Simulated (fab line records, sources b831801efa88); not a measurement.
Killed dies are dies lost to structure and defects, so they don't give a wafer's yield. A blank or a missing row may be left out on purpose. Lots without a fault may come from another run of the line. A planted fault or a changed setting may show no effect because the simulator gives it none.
Which tool did it? | flow sky130 | 15 lots, 45 wafers sampled, at 4 steps of a route of 708

WHAT THE GAUGES READ, wafer by wafer
The record holds no reading of a measuring or inspecting step that can be judged against a usual standard deviation.

WHICH TOOL RAN EACH LOT (tool, then ch and the chambers of the sampled wafers, then the start)
lot  | SKY_VIA1_CMP_24               | SKY_VIA2_SPUTTER_20          | SKY_METAL3_SPUTTER_02        | SKY_METAL3_SPUTTER_03
L258 | cmp-02 ch 0,1, day 34 07:29   | pvd_sputter-03, day 36 14:24 | pvd_sputter-03, day 36 15:07 | pvd_sputter-03, day 36 15:09
L259 | cmp-02 ch 0,3, day 34 12:33   | pvd_sputter-04, day 36 20:20 | pvd_sputter-03, day 36 21:04 | pvd_sputter-03, day 36 21:06
L260 | cmp-02 ch 0,3, day 34 18:07   | pvd_sputter-04, day 37 01:37 | pvd_sputter-02, day 37 02:20 | pvd_sputter-02, day 37 02:22
L261 | cmp-02 ch 0,2,3, day 35 21:51 | pvd_sputter-04, day 38 04:07 | pvd_sputter-03, day 38 04:50 | pvd_sputter-03, day 38 04:52
L264 | cmp-01 ch 1,2,3, day 37 09:40 | pvd_sputter-03, day 39 15:26 | pvd_sputter-04, day 39 16:09 | pvd_sputter-04, day 39 16:11
L267 | cmp-02 ch 1,2, day 37 10:19   | pvd_sputter-03, day 39 16:37 | pvd_sputter-03, day 39 17:20 | pvd_sputter-03, day 39 17:22
L269 | cmp-02 ch 1,2,3, day 38 05:54 | pvd_sputter-04, day 40 10:52 | pvd_sputter-04, day 40 11:35 | pvd_sputter-04, day 40 11:37
L270 | cmp-01 ch 0,1,3, day 38 13:01 | pvd_sputter-04, day 40 17:12 | pvd_sputter-03, day 40 17:55 | pvd_sputter-03, day 40 17:58
L272 | cmp-02 ch 1,2, day 38 23:16   | pvd_sputter-04, day 41 02:40 | pvd_sputter-02, day 41 03:23 | pvd_sputter-02, day 41 03:25
L273 | cmp-02 ch 0,1,2, day 39 09:58 | pvd_sputter-01, day 41 11:23 | -                            | -
L274 | cmp-02 ch 1,3, day 39 14:29   | pvd_sputter-04, day 42 05:50 | -                            | -
L275 | cmp-01 ch 0,1,3, day 39 21:13 | pvd_sputter-01, day 42 08:08 | -                            | -
L278 | cmp-01 ch 0,2,3, day 40 12:00 | pvd_sputter-03, day 42 12:52 | pvd_sputter-03, day 42 13:35 | pvd_sputter-03, day 42 13:38
L279 | cmp-01 ch 1,2,3, day 40 20:56 | pvd_sputter-01, day 42 19:58 | pvd_sputter-04, day 42 20:42 | pvd_sputter-04, day 42 20:44
L280 | cmp-02 ch 1,2, day 40 22:11   | pvd_sputter-01, day 42 22:23 | pvd_sputter-02, day 42 23:06 | pvd_sputter-02, day 42 23:08
- SKY_VIA1_CMP_24: polishes, stops on SiO2, t overpolish 15 s, target thk 0 nm.
- SKY_VIA2_SPUTTER_20: material TiN, target thk 20 nm, time 80 s.
- SKY_METAL3_SPUTTER_02: material AlCu, target thk 735 nm, time 39.1 s.
- SKY_METAL3_SPUTTER_03: material Ti, target thk 5 nm, time 3.3 s.

WHAT THE TOOLS THEMSELVES READ (means of the sampled wafers that have a number; where no wafer has one, the mark that the record gives instead)
SKY_VIA1_CMP_24. Usual: motor_current_A 10.7 A, standard deviation 1.6; overpolish_run_s 15.000 s, standard deviation 0.0081; slurry_filter_dp_kPa 13.50 kPa, standard deviation 0.15; time_to_endpoint_s 65.5 s, standard deviation 2.7.
lot  | tool   | motor_current_A (A) | overpolish_run_s (s) | slurry_filter_dp_kPa (kPa) | time_to_endpoint_s (s) | flag
L258 | cmp-02 | 10.7                | 14.997               | 13.50                      | 66.9                   |
L259 | cmp-02 | 9.9                 | 15.000               | 13.62                      | 62.8                   |
L260 | cmp-02 | 9.8                 | 15.003               | 13.55                      | 62.0                   |
L261 | cmp-02 | 10.8                | 14.991               | 13.40                      | 66.2                   |
L264 | cmp-01 | 10.0                | 14.999               | 13.38                      | 65.8                   |
L267 | cmp-02 | 11.7                | 14.999               | 13.55                      | 64.1                   |
L269 | cmp-02 | 11.4                | 14.994               | 13.56                      | 66.7                   |
L270 | cmp-01 | 11.1                | 14.998               | 13.53                      | 67.7                   |
L272 | cmp-02 | 12.1                | 14.995               | 13.50                      | 66.8                   |
L273 | cmp-02 | 10.8                | 14.994               | 13.54                      | 65.9                   |
L274 | cmp-02 | 11.0                | 14.997               | 13.47                      | 65.8                   |
L275 | cmp-01 | 11.3                | 15.005               | 13.60                      | 64.2                   |
L278 | cmp-01 | 10.8                | 14.999               | 13.35                      | 70.3                   |
L279 | cmp-01 | 9.8                 | 15.001               | 13.48                      | 68.2                   |
L280 | cmp-02 | 11.8                | 15.010               | 13.40                      | 64.5                   |

SKY_VIA2_SPUTTER_20. Usual: cathode_dc_power_W 4000.1 W, standard deviation 0.76; chamber_pressure_pa 4.999 Pa, standard deviation 0.0097; throttle_valve_pct 30.4 %, standard deviation 0.69.
lot  | tool           | cathode_dc_power_W (W) | chamber_pressure_pa (Pa) | throttle_valve_pct (%) | flag
L258 | pvd_sputter-03 | 4000.0                 | 5.000                    | 30.4                   |
L259 | pvd_sputter-04 | 3999.8                 | 4.997                    | 30.0                   |
L260 | pvd_sputter-04 | 4000.3                 | 4.994                    | 30.1                   |
L261 | pvd_sputter-04 | 3999.7                 | 4.995                    | 30.1                   |
L264 | pvd_sputter-03 | 4000.3                 | 4.993                    | 30.3                   |
L267 | pvd_sputter-03 | 4000.3                 | 5.000                    | 30.9                   |
L269 | pvd_sputter-04 | 4000.0                 | 5.003                    | 30.4                   |
L270 | pvd_sputter-04 | 3999.8                 | 5.003                    | 30.4                   |
L272 | pvd_sputter-04 | 4000.5                 | 4.994                    | 30.1                   |
L273 | pvd_sputter-01 | -                      | -                        | -                      | OFF
L274 | pvd_sputter-04 | -                      | -                        | -                      | OFF
L275 | pvd_sputter-01 | -                      | -                        | -                      | OFF
L278 | pvd_sputter-03 | 4000.4                 | 4.991                    | 30.1                   |
L279 | pvd_sputter-01 | 4000.3                 | 5.005                    | 30.9                   |
L280 | pvd_sputter-01 | 4000.5                 | 4.989                    | 30.5                   |

SKY_METAL3_SPUTTER_02. Usual: cathode_dc_power_W 10600 W, standard deviation 1.9; chamber_pressure_pa 0.4000 Pa, standard deviation 0.00084; throttle_valve_pct 30.3 %, standard deviation 0.62.
lot  | tool           | cathode_dc_power_W (W) | chamber_pressure_pa (Pa) | throttle_valve_pct (%) | flag
L258 | pvd_sputter-03 | 10601                  | 0.3997                   | 30.8                   |
L259 | pvd_sputter-03 | 10600                  | 0.4000                   | 30.8                   |
L260 | pvd_sputter-02 | 10601                  | 0.3996                   | 29.6                   |
L261 | pvd_sputter-03 | 10598                  | 0.3995                   | 30.5                   |
L264 | pvd_sputter-04 | 10600                  | 0.3995                   | 30.1                   |
L267 | pvd_sputter-03 | 10599                  | 0.4001                   | 30.5                   |
L269 | pvd_sputter-04 | 10600                  | 0.3993                   | 30.3                   |
L270 | pvd_sputter-03 | 10600                  | 0.3993                   | 31.0                   |
L272 | pvd_sputter-02 | 10601                  | 0.4001                   | 30.3                   |
L278 | pvd_sputter-03 | 10601                  | 0.4000                   | 30.6                   |
L279 | pvd_sputter-04 | 10598                  | 0.3998                   | 30.2                   |
L280 | pvd_sputter-02 | 10600                  | 0.4003                   | 30.2                   |

SKY_METAL3_SPUTTER_03. Usual: cathode_dc_power_W 3000.0 W, standard deviation 0.51; chamber_pressure_pa 0.4000 Pa, standard deviation 0.00074; throttle_valve_pct 30.3 %, standard deviation 0.64.
lot  | tool           | cathode_dc_power_W (W) | chamber_pressure_pa (Pa) | throttle_valve_pct (%) | flag
L258 | pvd_sputter-03 | 2999.9                 | 0.3995                   | 30.7                   |
L259 | pvd_sputter-03 | 3000.5                 | 0.3995                   | 30.9                   |
L260 | pvd_sputter-02 | 2999.3                 | 0.3999                   | 29.6                   |
L261 | pvd_sputter-03 | 3000.1                 | 0.3998                   | 30.4                   |
L264 | pvd_sputter-04 | 2999.9                 | 0.4004                   | 30.0                   |
L267 | pvd_sputter-03 | 3000.4                 | 0.4004                   | 30.7                   |
L269 | pvd_sputter-04 | 3000.1                 | 0.4010                   | 30.2                   |
L270 | pvd_sputter-03 | 2999.9                 | 0.3999                   | 31.2                   |
L272 | pvd_sputter-02 | 3000.1                 | 0.4004                   | 30.3                   |
L278 | pvd_sputter-03 | 3000.4                 | 0.4005                   | 30.4                   |
L279 | pvd_sputter-04 | 3000.1                 | 0.4000                   | 30.2                   |
L280 | pvd_sputter-02 | 2999.4                 | 0.3996                   | 30.3                   |

THE ANSWER, worked out from the rows above alone
Rule: a lot is off if the mean of its wafers that have a number lies more than 3 standard deviations from the usual mean. A lot without any number at a reading at which 4 lots or more have one is off too. The other lots that the step has rows for count as sound. The gauges are gone through in route order, then the tools' own readings, and for those a lot's mean is taken as printed above. The first step at which some lot is off is used, and at that step the reading that is off furthest; a lot without a number counts as furthest.
Off: L273, L274, L275, at SKY_VIA2_SPUTTER_20 (cathode_dc_power_W). Without a number there: L273, L274, L275.
A tool fits if, at that step or a process step before it, it ran every lot that is off, and no sound lot after the first of them. None of those tried fits.

WHAT THE SIMULATOR HAD PUT IN
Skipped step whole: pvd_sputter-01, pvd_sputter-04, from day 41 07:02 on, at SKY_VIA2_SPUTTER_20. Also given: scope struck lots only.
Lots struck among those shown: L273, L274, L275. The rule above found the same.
